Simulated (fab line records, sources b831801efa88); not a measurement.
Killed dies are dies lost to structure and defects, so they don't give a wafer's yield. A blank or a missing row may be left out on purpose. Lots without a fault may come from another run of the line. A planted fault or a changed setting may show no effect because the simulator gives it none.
fab line records | flow sky130
record lots=5 wafers=23
route steps=708 shown LOCAL_INTERCONNECT@400 METAL1@453 METAL2@484 VIA2@507 METAL3@532 CAPM@544
start_h: hours from the record's first day to the start of the lot's first wafer shown | wait_h: hours since the lot's step before | " the same as in the row above | L1.1+2: a row that stands for several wafers | - no value, or no start given | * or withheld: withheld | < > ~ a bound
route shown NAME@n: a module of which the file shows steps, and the number in the route of the first | usual: mean/standard deviation of fault-free wafers | same: alike in all rows | chamber/n: place in a boat | sites: the reading at each site | _std_site: their standard deviation | _edge_site: outer sites' mean less inner sites' | radius_mm: how far each site lies from the wafer's centre | mask NAME#n: copy n | behind: the tool/chamber that last shaped the wafer | hold: why the lot was held/for how many hours/how that ended | device: the transistor (n, p or np) that didn't switch | end of line: the same wafers' tests at the end of the route | a step without rows: its recipe alone | killed: dies lost to structure and defects at the first sort, not the wafer's yield | map: a wafer's dies, x killed, . not, _ none there
set.NAME: the setting as run; set.NAME@STEP: as run at that earlier step | model.NAME: the simulator's own value behind a step, which no gauge read
lots whose settings were changed on purpose; a table a step, a row a wafer
## steps
# step SKY_LOCAL_INTERCONNECT_ETCH_13
# recipe chemistry=N2/H2 target=BARC ion_energy_ev=200 bias_w=100 pressure_mtorr=30 n2_flow_sccm=100 h2_flow_sccm=200 icp_w=500 stop_on=SiO2 time_s=45.9 target_depth_a=600
# columns lot.wafer tool chamber start_h wait_h set.ion_energy_ev set.spin_rpm@LOCAL_INTERCONNECT_COAT_06 model.KrF-thick_of_LOCAL_INTERCONNECT_COAT_06.thk_nm
L076.2 rie_metal-03 0 724.79 0.0 200 3000 392.7
L076.3 " 1 " " 200 3000 393.3
L076.4 " 0 " " 200 3000 390
L080.1 rie_metal-03 1 764.22 0.0 217.1 3000 392.2
L080.2 " 0 " " 200 3000 393.1
L080.3 " 1 " " 217.1 3000 391.9
L080.4 " 0 " " 200 3172 378.4
L080.6 " 0 " " 217.1 3172 380.3
L081.1 rie_metal-03 0 787.54 0.0 209.6 3182 377.9
L081.2 " 1 " " 200 3000 393.9
L081.3 " 0 " " 209.6 3182 378.1
L081.4 " 1 " " 209.6 3000 392.6
L081.5 " 1 " " 200 3182 378.2
L083.2 rie_metal-02 1 788.05 0.0 185.5 3000 394.5
L083.3 " 1 " " 200 3000 392.7
L083.4 " 1 " " 200 3057 389
L083.5 " 1 " " 185.5 3057 390.5
L083.6 " 1 " " 200 3000 393.2
L082.1 rie_metal-01 0 788.38 0.0 218.4 3000 389
L082.2 " 1 " " 200 3000 389.4
L082.3 " 0 " " 218.4 3000 389.3
L082.4 " 1 " " 200 2896 399.1
L082.6 " 1 " " 218.4 2896 397.6
# step SKY_LOCAL_INTERCONNECT_METAL_ETCH_14
# recipe target_depth_nm=110 stop_on=PSG chemistry=Cl2/BCl3 target=TiN resist_sidewall_deg=88 pressure_mtorr=10 icp_w=900 bias_w=48.5 Cl2_flow_sccm=60 bcl3_flow_sccm=30 time_s=32.26
# columns lot.wafer tool chamber start_h wait_h set.spin_rpm@LOCAL_INTERCONNECT_COAT_06 model.KrF-thick_of_LOCAL_INTERCONNECT_COAT_06.thk_nm
L076.2 rie_metal-03 0 724.88 0.1 3000 346.4
L076.3 " 1 " " 3000 348.6
L076.4 " 0 " " 3000 344.1
L080.1 rie_metal-03 1 764.29 0.0 3000 348.2
L080.2+3 " 0,1 " " 3000 347.5
L080.4 " 0 " " 3172 332.8
L080.6 " 0 " " 3172 334.8
L081.1 rie_metal-03 0 787.60 0.0 3182 332.3
L081.2 " 1 " " 3000 349.5
L081.3 " 0 " " 3182 332.7
L081.4 " 1 " " 3000 348.5
L081.5 " 1 " " 3182 333.9
L083.2 rie_metal-02 1 788.17 0.1 3000 349.5
L083.3 " 1 " " 3000 347.8
L083.4 " 1 " " 3057 344.2
L083.5 " 1 " " 3057 345.4
L083.6 " 1 " " 3000 348.3
L082.1 rie_metal-01 0 788.44 0.0 3000 343.6
L082.2 " 1 " " 3000 344.5
L082.3 " 0 " " 3000 344.3
L082.4 " 1 " " 2896 354.4
L082.6 " 1 " " 2896 352.6
# step SKY_LOCAL_INTERCONNECT_STRIP_15
# recipe chemistry=O2/N2 power_w=1400 pressure_mtorr=1500 platen_temp_c=withheld o2_flow_sccm=3000 n2_flow_sccm=300 overash_fraction=0.5
# usual strip_time_to_endpoint_s=4.710/0.019
# columns lot.wafer tool chamber start_h wait_h set.spin_rpm@LOCAL_INTERCONNECT_COAT_06 strip_time_to_endpoint_s
L076.2 plasma_asher-02 0 724.94 0.0 3000 4.706
L076.3 " 1 " " 3000 4.726
L076.4 " 0 " " 3000 4.693
L080.1 plasma_asher-03 0 764.34 0.0 3000 4.718
L080.2 " 1 " " 3000 4.710
L080.3 " 0 " " 3000 4.702
L080.4 " 1 " " 3172 4.583
L080.6 " 0 " " 3172 4.576
L081.1 plasma_asher-03 1 787.66 0.0 3182 4.527
L081.2 " 0 " " 3000 4.722
L081.3 " 0 " " 3182 4.575
L081.4 " 1 " " 3000 4.731
L081.5 " 0 " " 3182 4.575
L083.2 plasma_asher-02 1 788.26 0.1 3000 4.725
L083.3 " 1 " " 3000 4.729
L083.4 " 0 " " 3057 4.676
L083.5 " 0 " " 3057 4.694
L083.6 " 1 " " 3000 4.707
L082.1 plasma_asher-03 0 788.49 0.0 3000 4.670
L082.2 " 1 " " 3000 4.669
L082.3 " 0 " " 3000 4.692
L082.4 " 1 " " 2896 4.783
L082.6 " 1 " " 2896 4.761
# step SKY_METAL1_METAL_ETCH_19
# recipe target_depth_a=3600 stop_on=SiO2 over_etch_frac=0.3 time_s=78 chemistry=Cl2/BCl3 resist_sidewall_deg=88 pressure_mtorr=10 icp_w=900 bias_w=48.5 Cl2_flow_sccm=60 bcl3_flow_sccm=30
# columns lot.wafer tool chamber start_h wait_h set.over_etch_frac model.KrF-thick_of_METAL1_COAT_10.thk_nm
L076.2 rie_metal-04 0 783.25 0.0 0.3 156.3
L076.3 " 0 " " 0.3 157.9
L076.4 " 1 " " 0.3 156.6
L080.1+4 rie_metal-03 0 820.07 0.0 0.3 157.1
L080.2 " 1 " " 0.3 165.8
L080.3 " 1 " " 0.3 168
L080.6 " 1 " " 0.3 168.2
L081.1+4 rie_metal-01 0 842.85 0.0 0.3381 -
L081.2 " 1 " " 0.3381 150
L081.3 " 1 " " 0.3 156.2
L081.5 " 1 " " 0.3 -
L083.2 rie_metal-04 1 843.27 0.0 0.3424 -
L083.3+4 " 0,1 " " 0.3 -
L083.5 " 1 " " 0.3424 148.7
L083.6 " 0 " " 0.3 158.1
L082.1 rie_metal-03 1 843.97 0.0 0.2168 177.8
L082.2 " 0 " " 0.3 154.7
L082.3 " 1 " " 0.2168 179.9
L082.4 " 0 " " 0.2168 -
L082.6 " 0 " " 0.3 -
# step SKY_METAL1_STRIP_20
# recipe chemistry=O2/N2 power_w=1400 pressure_mtorr=1500 platen_temp_c=withheld o2_flow_sccm=3000 n2_flow_sccm=300 overash_fraction=0.5
# usual strip_time_to_endpoint_s=2.69/0.038
# columns lot.wafer tool chamber start_h wait_h set.over_etch_frac@METAL1_METAL_ETCH_19 strip_time_to_endpoint_s
L076.2 plasma_asher-02 0 783.34 0.1 0.3 2.68
L076.3 " 0 " " 0.3 2.69
L076.4 " 1 " " 0.3 2.67
L080.1 plasma_asher-04 1 820.16 0.1 0.3 2.66
L080.2 " 0 " " 0.3 2.79
L080.3 " 0 " " 0.3 2.81
L080.4 " 1 " " 0.3 2.67
L080.6 " 1 " " 0.3 2.79
L081.1 plasma_asher-03 0 842.94 0.1 0.3381 2.57
L081.2 " 1 " " 0.3381 2.59
L081.3 " 1 " " 0.3 2.68
L081.4 " 0 " " 0.3381 2.61
L081.5 " 1 " " 0.3 2.66
L083.2 plasma_asher-04 1 843.36 0.1 0.3424 2.58
L083.3 " 1 " " 0.3 2.69
L083.4 " 0 " " 0.3 2.66
L083.5 " 1 " " 0.3424 2.59
L083.6 " 0 " " 0.3 2.68
L082.1 plasma_asher-02 1 844.06 0.1 0.2168 2.91
L082.2 " 0 " " 0.3 2.65
L082.3 " 1 " " 0.2168 2.94
L082.4 " 0 " " 0.2168 2.81
L082.6 " 1 " " 0.3 2.64
# step SKY_METAL2_SPUTTER_01
# recipe material=TiN target_thk_nm=20 power_w=6500 time_s=16.7 chamber_pressure_pa=0.4
# columns lot.wafer tool chamber start_h wait_h set.time_s model.TiN_of_METAL2_SPUTTER_01.thk_nm
L076.2 pvd_sputter-01 - 812.06 0.0 16.7 20.17
L076.3 " - " " 16.7 20.46
L076.4 " - " " 16.7 20.26
L080.1 pvd_sputter-01 - 848.86 0.0 16.7 19.91
L080.2 " - " " 16.7 20.06
L080.3 " - " " 16.7 20.34
L080.4 " - " " 16.7 20.04
L080.6 " - " " 16.7 20.15
L081.1 pvd_sputter-02 - 871.23 0.0 16.7 20.26
L081.2 " - " " 16.7 19.68
L081.3 " - " " 16.7 19.83
L081.4 " - " " 16.7 19.91
L081.5 " - " " 16.7 20.27
L083.2 pvd_sputter-02 - 872.16 0.0 15.89 19.01
L083.3 " - " " 16.7 19.91
L083.4 " - " " 16.7 19.86
L083.5 " - " " 15.89 19.07
L083.6 " - " " 15.89 18.67
L082.1 pvd_sputter-04 - 872.96 0.0 16.7 20.41
L082.2 " - " " 16.7 19.78
L082.3 " - " " 18.28 21.84
L082.4 " - " " 18.28 21.67
L082.6 " - " " 16.7 19.93
# step SKY_METAL2_SPUTTER_02
# recipe material=AlCu target_thk_nm=250 power_w=10600 time_s=13.3 chamber_pressure_pa=0.4
# columns lot.wafer tool chamber start_h wait_h set.power_w model.AlCu_of_METAL2_SPUTTER_02.thk_nm
L076.2 pvd_sputter-01 - 812.08 0.0 10600 253
L076.3 " - " " 10600 250.9
L076.4 " - " " 10600 250.7
L080.1 pvd_sputter-01 - 848.88 0.0 9497 221.9
L080.2 " - " " 10600 248.4
L080.3 " - " " 9497 220.7
L080.4 " - " " 10600 245.7
L080.6 " - " " 10600 246.6
L081.1 pvd_sputter-02 - 871.25 0.0 10600 251.2
L081.2 " - " " 10600 254.2
L081.3 " - " " 10600 248.9
L081.4 " - " " 10600 253.1
L081.5 " - " " 10600 251
L083.2 pvd_sputter-02 - 872.18 0.0 10600 248.7
L083.3 " - " " 9438 223.5
L083.4 " - " " 10600 249.2
L083.5 " - " " 9438 226.7
L083.6 " - " " 10600 251.7
L082.1 pvd_sputter-04 - 872.99 0.0 9667 229.4
L082.2 " - " " 9667 232.1
L082.3 " - " " 10600 253.9
L082.4+6 " - " " 10600 252.2
# step SKY_METAL2_SPUTTER_03
# recipe material=Ti target_thk_nm=5 power_w=3000 time_s=3.3 chamber_pressure_pa=0.4
# step SKY_METAL2_SPUTTER_04
# recipe material=TiN target_thk_nm=70 power_w=6500 time_s=58.3 chamber_pressure_pa=0.4
# step SKY_METAL2_RS_MEAS_05
# recipe thk_meas_gauge=four-point-probe reads=TiN_of_METAL2_SPUTTER_04+Ti_of_METAL2_SPUTTER_03+AlCu_of_METAL2_SPUTTER_02+TiN_of_METAL2_SPUTTER_01+Ti_of_METAL2_SPUTTER_00
# usual METAL2_ALCU_RS=0.1266/0.0014
# columns lot.wafer tool chamber start_h wait_h set.power_w@METAL2_SPUTTER_02 METAL2_ALCU_RS[ohm/sq]
L076.2 film_metro-03 - 812.19 0.0 10600 0.1254
L076.3 " - " " 10600 0.1261
L076.4 " - " " 10600 0.1266
L080.1 film_metro-04 - 848.98 0.0 9497 0.1433
L080.2 " - " " 10600 0.1276
L080.3 " - " " 9497 0.1440
L080.4 " - " " 10600 0.1289
L080.6 " - " " 10600 0.1284
L081.1 film_metro-02 - 871.34 0.0 10600 0.1258
L081.2 " - " " 10600 0.1245
L081.3 " - " " 10600 0.1273
L081.4 " - " " 10600 0.1254
L081.5 " - " " 10600 0.1260
L083.2 film_metro-02 - 872.29 0.0 10600 0.1274
L083.3 " - " " 9438 0.1424
L083.4 " - " " 10600 0.1271
L083.5 " - " " 9438 0.1403
L083.6 " - " " 10600 0.1257
L082.1 film_metro-03 - 873.08 0.0 9667 0.1386
L082.2 " - " " 9667 0.1367
L082.3 " - " " 10600 0.1248
L082.4 " - " " 10600 0.1255
L082.6 " - " " 10600 0.1255
# step SKY_METAL2_THK_MEAS_06
# recipe thk_meas_gauge=xrf reads=AlCu_of_METAL2_SPUTTER_02
# usual METAL2_ALCU_THK=250.0/2.9
# columns lot.wafer tool chamber start_h wait_h set.power_w@METAL2_SPUTTER_02 METAL2_ALCU_THK[nm]
L076.2 film_metro-03 - 812.30 0.1 10600 252.2
L076.3 " - " " 10600 250.6
L076.4 " - " " 10600 249.2
L080.1 film_metro-04 - 849.10 0.1 9497 222.6
L080.2 " - " " 10600 248.2
L080.3 " - " " 9497 220.6
L080.4 " - " " 10600 246.4
L080.6 " - " " 10600 245.9
L081.1 film_metro-02 - 871.46 0.1 10600 250.8
L081.2 " - " " 10600 253.7
L081.3 " - " " 10600 247.7
L081.4 " - " " 10600 253.6
L081.5 " - " " 10600 249.7
L083.2 film_metro-02 - 872.40 0.1 10600 248.5
L083.3 " - " " 9438 223.8
L083.4 " - " " 10600 248.4
L083.5 " - " " 9438 227.2
L083.6 " - " " 10600 250.4
L082.1 film_metro-03 - 873.20 0.1 9667 227.3
L082.2 " - " " 9667 229.6
L082.3 " - " " 10600 254.0
L082.4 " - " " 10600 250.3
L082.6 " - " " 10600 251.3
# step SKY_VIA2_HDPCVD_00
# recipe material=SiO2 target_thk_nm=1180 sigma_open_frac=0.3 time_s=196.7 temp_c=400 sih4_flow_sccm=60 pressure_mtorr=6
# columns lot.wafer tool chamber start_h wait_h set.sih4_flow_sccm model.SiO2_of_VIA2_HDPCVD_00.thk_nm
L076.2 hdpcvd-01 0 839.22 0.0 60 1187
L076.3 " 2 " " 60 1181
L076.4 " 2 " " 60 1179
L080.1 hdpcvd-02 0 876.64 0.0 62.75 1226
L080.2 " 1 " " 60 1157
L080.3 " 2 " " 60 -
L080.4 " 0 " " 62.75 1229
L080.6 " 2 " " 62.75 -
L081.1 hdpcvd-02 0 897.65 0.0 52.17 1014
L081.2 " 2 " " 60 -
L081.3 " 1 " " 52.17 1019
L081.4 " 2 " " 60 1179
L081.5 " 0 " " 52.17 -
L083.2 hdpcvd-01 1 898.47 0.0 55.18 1086
L083.3 " 2 " " 60 1153
L083.4 " 0 " " 60 -
L083.5 " 2 " " 60 1159
L083.6 " 1 " " 55.18 -
L082.1+2+3 hdpcvd-01 1,0,2 899.38 0.0 60 -
L082.4+6 " 0,2 " " 55.91 -
# step SKY_VIA2_THK_MEAS_01
# recipe reads=SiO2_of_VIA2_HDPCVD_00
# usual VIA2_HDPCVD_THK=1182/12
# columns lot.wafer tool chamber start_h wait_h set.sih4_flow_sccm@VIA2_HDPCVD_00 VIA2_HDPCVD_THK[nm]
L076.2 film_metro-03 - 839.35 0.1 60 1187
L076.3 " - " " 60 1182
L076.4 " - " " 60 1179
L080.1 film_metro-03 - 876.76 0.1 62.75 1227
L080.2 " - " " 60 1157
L080.3 " - " " 60 1165
L080.4 " - " " 62.75 1229
L080.6 " - " " 62.75 1234
L081.1 film_metro-03 - 897.78 0.1 52.17 1014
L081.2 " - " " 60 1171
L081.3 " - " " 52.17 1019
L081.4 " - " " 60 1179
L081.5 " - " " 52.17 1029
L083.2 film_metro-01 - 898.61 0.1 55.18 1086
L083.3 " - " " 60 1153
L083.4 " - " " 60 1183
L083.5 " - " " 60 1159
L083.6 " - " " 55.18 1089
L082.1 film_metro-04 - 899.51 0.1 60 1207
L082.2 " - " " 60 1183
L082.3 " - " " 60 1191
L082.4 " - " " 55.91 1107
L082.6 " - " " 55.91 1086
# step SKY_METAL3_SPUTTER_00
# recipe material=Ti target_thk_nm=15 power_w=3000 time_s=10 chamber_pressure_pa=0.4
# columns lot.wafer tool chamber start_h wait_h set.time_s model.Ti_of_METAL3_SPUTTER_00.thk_nm
L076.2 pvd_sputter-03 - 867.27 0.2 10 14.5
L076.3 " - " " 10 14.59
L076.4 " - " " 10 14.74
L080.1 pvd_sputter-03 - 904.96 0.1 10 14.4
L080.2 " - " " 10 14.83
L080.3 " - " " 10 14.79
L080.4 " - " " 9.555 14.04
L080.6 " - " " 9.555 13.9
L081.1 pvd_sputter-01 - 924.54 0.2 10 15.18
L081.2 " - " " 10 14.91
L081.3 " - " " 10.5 16.1
L081.4 " - " " 10 15.13
L081.5 " - " " 10.5 15.67
L083.2 pvd_sputter-03 - 925.84 0.1 10 14.8
L083.3 " - " " 10 14.53
L083.4 " - " " 10 14.92
L083.5 " - " " 10 14.9
L083.6 " - " " 10 14.79
L082.1 pvd_sputter-01 - 926.13 0.1 10 14.97
L082.2 " - " " 11.48 16.91
L082.3 " - " " 11.48 17.14
L082.4 " - " " 10 15.27
L082.6 " - " " 11.48 17.2
# step SKY_METAL3_SPUTTER_01
# recipe material=TiN target_thk_nm=20 power_w=6500 time_s=16.7 chamber_pressure_pa=0.4
# columns lot.wafer tool chamber start_h wait_h set.power_w model.TiN_of_METAL3_SPUTTER_01.thk_nm
L076.2 pvd_sputter-03 - 867.29 0.0 6500 19.48
L076.3 " - " " 6500 19.58
L076.4 " - " " 6500 19.68
L080.1 pvd_sputter-03 - 904.98 0.0 6500 19.78
L080.2 " - " " 6500 20.02
L080.3 " - " " 6838 20.84
L080.4 " - " " 6500 19.87
L080.6 " - " " 6838 20.7
L081.1+4 pvd_sputter-01 - 924.56 0.0 6500 19.77
L081.2 " - " " 5753 17.51
L081.3 " - " " 6500 19.82
L081.5 " - " " 5753 17.45
L083.2 pvd_sputter-03 - 925.87 0.0 6500 19.58
L083.3 " - " " 6500 19.71
L083.4 " - " " 5815 17.74
L083.5 " - " " 6500 19.97
L083.6 " - " " 5815 17.71
L082.1 pvd_sputter-01 - 926.15 0.0 7171 22.27
L082.2 " - " " 6500 20.03
L082.3 " - " " 7171 22.04
L082.4 " - " " 7171 22.24
L082.6 " - " " 6500 19.93
# step SKY_CAPM_COAT_07
# recipe resist=NOVOLAK spin_rpm=3000 resist_thk_nm=1140
# columns lot.wafer tool chamber start_h wait_h set.resist_thk_nm model.NOVOLAK_of_CAPM_COAT_07.thk_nm
L076.2+4 litho_track-04 0 879.91 0.1 1140 1142
L076.3 " 0 " " 1140 1138
L080.1 litho_track-04 0 917.24 0.1 1140 1144
L080.2+3+6 " 0 " " 1140 1141
L080.4 " 0 " " 1140 1143
L081.1 litho_track-03 0 936.47 0.1 1140 1143
L081.2 " 0 " " 1140 1147
L081.3 " 0 " " 1208 1213
L081.4 " 0 " " 1208 1212
L081.5 " 0 " " 1140 1146
L083.2 litho_track-03 0 937.10 0.1 1140 1140
L083.3 " 0 " " 1074 1072
L083.4 " 0 " " 1140 1137
L083.5 " 0 " " 1074 1070
L083.6 " 0 " " 1140 1139
L082.1+2 litho_track-04 0 937.59 0.1 1097 1100
L082.3 " 0 " " 1140 1145
L082.4 " 0 " " 1140 1141
L082.6 " 0 " " 1140 1144
# step SKY_CAPM_SOFTBAKE_08
# recipe temp_c=90 time_s=60 resist=NOVOLAK
# step SKY_CAPM_EXPOSE_09
# recipe mask_id=CAPM na=0.6 source_shape=conventional sigma_outer=0.6 polarization=unpolarized target_cd_nm=1000 dose_mj=159
# step SKY_CAPM_DEVELOP_11
# recipe resist=NOVOLAK developer=TMAH develop_time_s=60 dev_temp_c=23
# step SKY_CAPM_METAL_ETCH_13
# recipe target_depth_nm=220 stop_on=SiO2 chemistry=Cl2/BCl3 target=TiN pressure_mtorr=10 icp_w=900 bias_w=48.5 Cl2_flow_sccm=60 bcl3_flow_sccm=30 time_s=62.9
# columns lot.wafer tool chamber start_h wait_h set.resist_thk_nm@CAPM_COAT_07 model.CAPM.cd_nm
L076.2 rie_metal-03 0 893.57 0.0 1140 997.5
L076.3 " 1 " " 1140 996.6
L076.4 " 0 " " 1140 999.8
L080.1+3+4 rie_metal-03 1 929.61 0.0 1140 1000
L080.2 " 1 " " 1140 998.2
L080.6 " 1 " " 1140 997.6
L081.1+2 rie_metal-04 1,0 949.52 0.0 1140 996.9
L081.3 " 0 " " 1208 1006
L081.4 " 1 " " 1208 1005
L081.5 " 0 " " 1140 996.1
L083.2 rie_metal-02 1 950.01 0.0 1140 996.5
L083.3 " 1 " " 1074 993.8
L083.4 " 0 " " 1140 995.5
L083.5 " 0 " " 1074 989.7
L083.6 " 1 " " 1140 995.9
L082.1 rie_metal-04 1 950.62 0.0 1097 996
L082.2 " 0 " " 1097 995.4
L082.3 " 0 " " 1140 1002
L082.4 " 1 " " 1140 1001
L082.6 " 0 " " 1140 1000
# step SKY_CAPM_STRIP_14
# recipe chemistry=O2/N2 power_w=1400 pressure_mtorr=1500 platen_temp_c=withheld o2_flow_sccm=3000 n2_flow_sccm=300 overash_fraction=0.5
# usual strip_time_to_endpoint_s=12.67/0.039
# columns lot.wafer tool chamber start_h wait_h set.resist_thk_nm@CAPM_COAT_07 strip_time_to_endpoint_s
L076.2 plasma_asher-02 1 893.65 0.1 1140 12.67
L076.3 " 0 " " 1140 12.66
L076.4 " 1 " " 1140 12.65
L080.1 plasma_asher-02 1 929.76 0.1 1140 12.71
L080.2 " 0 " " 1140 12.70
L080.3 " 0 " " 1140 12.70
L080.4 " 1 " " 1140 12.72
L080.6 " 1 " " 1140 12.70
L081.1 plasma_asher-02 1 949.60 0.1 1140 12.67
L081.2 " 0 " " 1140 12.75
L081.3 " 1 " " 1208 13.42
L081.4 " 0 " " 1208 13.39
L081.5 " 0 " " 1140 12.71
L083.2 plasma_asher-03 0 950.09 0.1 1140 12.64
L083.3 " 0 " " 1074 11.85
L083.4 " 1 " " 1140 12.61
L083.5 " 1 " " 1074 11.82
L083.6 " 0 " " 1140 12.63
L082.1 plasma_asher-04 1 950.70 0.1 1097 12.16
L082.2 " 0 " " 1097 12.17
L082.3 " 0 " " 1140 12.72
L082.4 " 1 " " 1140 12.66
L082.6 " 1 " " 1140 12.69
## key
split step=SKY_LOCAL_INTERCONNECT_ETCH_13 setting=ion_energy_ev stated=200 by=wafer
response none clear
split step=SKY_METAL1_METAL_ETCH_19 setting=over_etch_frac stated=0.3 by=wafer
response step=SKY_METAL1_METAL_ETCH_19 reading=model.KrF-thick_of_METAL1_COAT_10.thk_nm change=-0.795 per=1% r=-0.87
response step=SKY_METAL1_STRIP_20 reading=strip_time_to_endpoint_s change=* per=1% r=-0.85
split step=SKY_METAL2_SPUTTER_01 setting=time_s stated=16.7 by=wafer
response step=SKY_METAL2_SPUTTER_01 reading=model.TiN_of_METAL2_SPUTTER_01.thk_nm change=+0.185 per=1% r=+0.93
split step=SKY_METAL2_SPUTTER_02 setting=power_w stated=10600 by=wafer
response step=SKY_METAL2_SPUTTER_02 reading=model.AlCu_of_METAL2_SPUTTER_02.thk_nm change=+2.39 per=1% r=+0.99
response step=SKY_METAL2_RS_MEAS_05 reading=METAL2_ALCU_RS change=-0.0014 per=1% r=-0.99
response step=SKY_METAL2_THK_MEAS_06 reading=METAL2_ALCU_THK change=+2.38 per=1% r=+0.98
split step=SKY_VIA2_HDPCVD_00 setting=sih4_flow_sccm stated=60 by=wafer
response step=SKY_VIA2_HDPCVD_00 reading=model.SiO2_of_VIA2_HDPCVD_00.thk_nm change=+11.8 per=1% r=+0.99
response step=SKY_VIA2_THK_MEAS_01 reading=VIA2_HDPCVD_THK change=+12 per=1% r=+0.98
split step=SKY_METAL3_SPUTTER_00 setting=time_s stated=10 by=wafer
response step=SKY_METAL3_SPUTTER_00 reading=model.Ti_of_METAL3_SPUTTER_00.thk_nm change=+0.137 per=1% r=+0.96
split step=SKY_METAL3_SPUTTER_01 setting=power_w stated=6500 by=wafer
response step=SKY_METAL3_SPUTTER_01 reading=model.TiN_of_METAL3_SPUTTER_01.thk_nm change=+0.2 per=1% r=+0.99
split step=SKY_CAPM_COAT_07 setting=resist_thk_nm stated=1140 by=wafer
response step=SKY_CAPM_COAT_07 reading=model.NOVOLAK_of_CAPM_COAT_07.thk_nm change=+11.5 per=1% r=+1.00
response step=SKY_CAPM_METAL_ETCH_13 reading=model.CAPM.cd_nm change=+1.15 per=1% r=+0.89
response step=SKY_CAPM_STRIP_14 reading=strip_time_to_endpoint_s change=* per=1% r=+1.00
split outside_this_file step=SKY_LOCAL_INTERCONNECT_COAT_06 setting=spin_rpm
# split outside_this_file: this setting was split too, and the file shows its column; the key of that split is in another file
